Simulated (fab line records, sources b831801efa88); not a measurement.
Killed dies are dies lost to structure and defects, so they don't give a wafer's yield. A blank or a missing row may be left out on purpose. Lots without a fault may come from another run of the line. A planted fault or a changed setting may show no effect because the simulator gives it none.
Which tool did it? | flow sky130 | 12 lots, 36 wafers sampled, at 6 steps of a route of 708

WHAT THE GAUGES READ, wafer by wafer
SKY_FIELD_ISO_THK_MEAS_25.
lot  | measured    | on            | FIELD_ISO_CVD_24_THK (nm)
L422 | day 2 10:25 | film_metro-02 | 599 599 598
L423 | day 2 11:37 | film_metro-01 | 600 606 607
L426 | day 3 05:04 | film_metro-03 | 607 603 608
L427 | day 3 10:06 | film_metro-02 | 595 600 599
L428 | day 3 15:17 | film_metro-02 | 596 589 595
L429 | day 3 21:56 | film_metro-03 | 597 608 595
L430 | day 4 02:40 | film_metro-01 | 601 600 601
L432 | day 4 11:53 | film_metro-01 | 595 597 596
L433 | day 4 16:11 | film_metro-03 | 593 590 585
L434 | day 4 21:47 | film_metro-02 | 602 598 598
L435 | day 5 03:11 | film_metro-01 | 592 596 593
L445 | day 7 06:18 | film_metro-03 | 604 599 588

SKY_NWELL_TW_MEAS_15.
lot  | measured     | on            | NWELL_TW
L422 | day 4 14:50  | film_metro-01 | 1844 1840 1842
L423 | day 4 16:29  | film_metro-02 | 1849 1842 1843
L426 | day 5 11:40  | film_metro-04 | 1865 1869 1857
L427 | day 5 20:23  | film_metro-04 | 1869 1866 1871
L428 | day 6 00:10  | film_metro-04 | 1879 1881 1877
L429 | day 6 10:02  | film_metro-02 | 1828 1827 1833
L430 | day 6 12:53  | film_metro-04 | 1878 1873 1876
L432 | day 7 00:31  | film_metro-04 | 1873 1875 1878
L433 | day 7 04:16  | film_metro-04 | 2304 2302 2322 2317 2303 2326
L434 | day 7 12:04  | film_metro-02 | 2271 2273 2266 2253 2263 2259
L435 | day 7 18:47  | film_metro-01 | 1832 1831 1825
L445 | day 10 05:34 | film_metro-01 | 1810 1835 1825

SKY_NWELL_RS_MEAS_29: measures by four-point-probe.
lot  | measured     | on            | NWELL_RS (ohm/sq)
L422 | day 5 08:26  | film_metro-01 | 624.6 626.0 624.4
L423 | day 5 09:59  | film_metro-01 | 622.8 621.9 623.5
L426 | day 6 06:05  | film_metro-02 | 622.6 623.3 623.4
L427 | day 6 15:26  | film_metro-04 | 621.9 622.0 623.4
L428 | day 6 19:31  | film_metro-01 | 625.3 626.3 624.4
L429 | day 7 05:04  | film_metro-04 | 624.0 624.0 625.4
L430 | day 7 08:33  | film_metro-02 | 624.1 623.8 624.9
L432 | day 7 19:53  | film_metro-04 | 621.1 621.9 622.7
L433 | day 7 23:25  | film_metro-04 | 429.8 429.8 428.8 430.4 430.7 429.5
L434 | day 8 07:38  | film_metro-04 | 430.5 430.7 430.1 430.2 430.3 430.0
L435 | day 8 15:38  | film_metro-01 | 620.7 622.7 622.8
L445 | day 11 05:34 | film_metro-01 | 626.5 624.1 625.5

SKY_VT_ADJUST_NCORE_OVL_MEAS_08.
lot  | measured     | on         | VT_ADJUST_NCORE_OVL (nm)
L422 | day 8 12:21  | overlay-01 | 0.2 0.1 1.8
L423 | day 8 13:37  | overlay-01 | -1.8 -0.4 -2.3
L426 | day 9 14:40  | overlay-01 | -1.2 -1.0 -1.5
L427 | day 10 01:17 | overlay-02 | 2.1 -0.3 0.7
L428 | day 10 06:22 | overlay-01 | -2.5 1.0 0.0
L429 | day 10 17:26 | overlay-02 | -1.5 -1.7 -2.2
L430 | day 11 00:11 | overlay-01 | 2.3 2.4 1.2
L432 | day 11 12:38 | overlay-02 | 1.5 0.1 0.1
L435 | day 12 12:31 | overlay-02 | 1.6 2.4 2.8
L445 | day 15 12:07 | overlay-02 | 1.2 0.2 -0.1

WHICH TOOL RAN EACH LOT (tool, then ch and the chambers of the sampled wafers, then the start)
lot  | SKY_NWELL_IMPLANT_11            | SKY_NWELL_STRIP_14
L422 | implanter-02 ch 0, day 4 14:17  | plasma_asher-02 ch 0,1, day 4 14:44
L423 | implanter-03 ch 0, day 4 15:59  | plasma_asher-02 ch 0,1, day 4 16:23
L426 | implanter-02 ch 0, day 5 11:08  | plasma_asher-02 ch 0,1, day 5 11:34
L427 | implanter-03 ch 0, day 5 16:56  | plasma_asher-02 ch 0,1, day 5 20:18
L428 | implanter-01 ch 0, day 5 23:37  | plasma_asher-04 ch 0,1, day 6 00:04
L429 | implanter-03 ch 0, day 6 09:31  | plasma_asher-04 ch 0,1, day 6 09:56
L430 | implanter-02 ch 0, day 6 12:23  | plasma_asher-04 ch 0,1, day 6 12:48
L432 | implanter-01 ch 0, day 6 23:59  | plasma_asher-03 ch 0,1, day 7 00:25
L433 | implanter-03 ch 0, day 7 03:25  | plasma_asher-03 ch 1, day 7 04:10
L434 | implanter-01 ch 0, day 7 11:04  | plasma_asher-04 ch 0,1, day 7 11:49
L435 | implanter-02 ch 0, day 7 18:16  | plasma_asher-03 ch 0,1, day 7 18:42
L445 | implanter-02 ch 0, day 10 05:01 | plasma_asher-03 ch 0,1, day 10 05:27
- SKY_NWELL_IMPLANT_11
- SKY_NWELL_STRIP_14: strips in O2/N2.

WHAT THE TOOLS THEMSELVES READ (means of the sampled wafers that have a number; where no wafer has one, the mark that the record gives instead)
SKY_NWELL_IMPLANT_11.
lot  | tool         | beam_on_s (s)
L422 | implanter-02 | 9.91
L423 | implanter-03 | 10.10
L426 | implanter-02 | 9.85
L427 | implanter-03 | 10.09
L428 | implanter-01 | 10.04
L429 | implanter-03 | 10.08
L430 | implanter-02 | 10.21
L432 | implanter-01 | 10.04
L433 | implanter-03 | 10.03
L434 | implanter-01 | 10.01
L435 | implanter-02 | 10.14
L445 | implanter-02 | 10.03

SKY_NWELL_STRIP_14.
lot  | tool            | drypump_motor_current_A (A) | oes_product_au (a.u.) | strip_time_to_endpoint_s (s)
L422 | plasma_asher-02 | 5.82                        | 0.724                 | 36.80
L423 | plasma_asher-02 | 5.53                        | 0.725                 | 37.21
L426 | plasma_asher-02 | 5.83                        | 0.719                 | 36.82
L427 | plasma_asher-02 | 5.80                        | 0.720                 | 36.94
L428 | plasma_asher-04 | 5.72                        | 0.719                 | 36.98
L429 | plasma_asher-04 | 5.73                        | 0.721                 | 36.80
L430 | plasma_asher-04 | 5.64                        | 0.725                 | 36.86
L432 | plasma_asher-03 | 5.69                        | 0.717                 | 36.83
L433 | plasma_asher-03 | 5.68                        | 0.722                 | 36.81
L434 | plasma_asher-04 | 5.72                        | 0.722                 | 36.85
L435 | plasma_asher-03 | 5.69                        | 0.721                 | 36.99
L445 | plasma_asher-03 | 5.67                        | 0.721                 | 37.00

THE ANSWER, worked out from the rows above alone
Rule: what is usual is taken from the lots themselves. Put in order of their means at a reading, lots are off if they are a third of the lots or fewer, leave a main group of 4 or more, and stand apart from it by a gap of 3 or more times the standard deviation of the main group's means; of several such gaps the widest counts. A main group whose means are all the same, to the digits that the tables above print for the reading, isn't used. A lot without any number at a reading at which 4 lots or more have one is off too. The other lots that the step has rows for count as sound. The gauges are gone through in route order, then the tools' own readings, and for those a lot's mean is taken as printed above. The first step at which some lot is off is used, and at that step the reading that is off furthest; a lot without a number counts as furthest.
Off: L433, L434, at SKY_NWELL_TW_MEAS_15 (NWELL_TW). The main group: mean 1853, standard deviation 21.
A tool fits if, at a process step before that reading, it ran every lot that is off, and no sound lot after the first of them. The gauges at SKY_NWELL_TW_MEAS_15 are tried like those tools. None of those tried fits.

WHAT THE SIMULATOR HAD PUT IN
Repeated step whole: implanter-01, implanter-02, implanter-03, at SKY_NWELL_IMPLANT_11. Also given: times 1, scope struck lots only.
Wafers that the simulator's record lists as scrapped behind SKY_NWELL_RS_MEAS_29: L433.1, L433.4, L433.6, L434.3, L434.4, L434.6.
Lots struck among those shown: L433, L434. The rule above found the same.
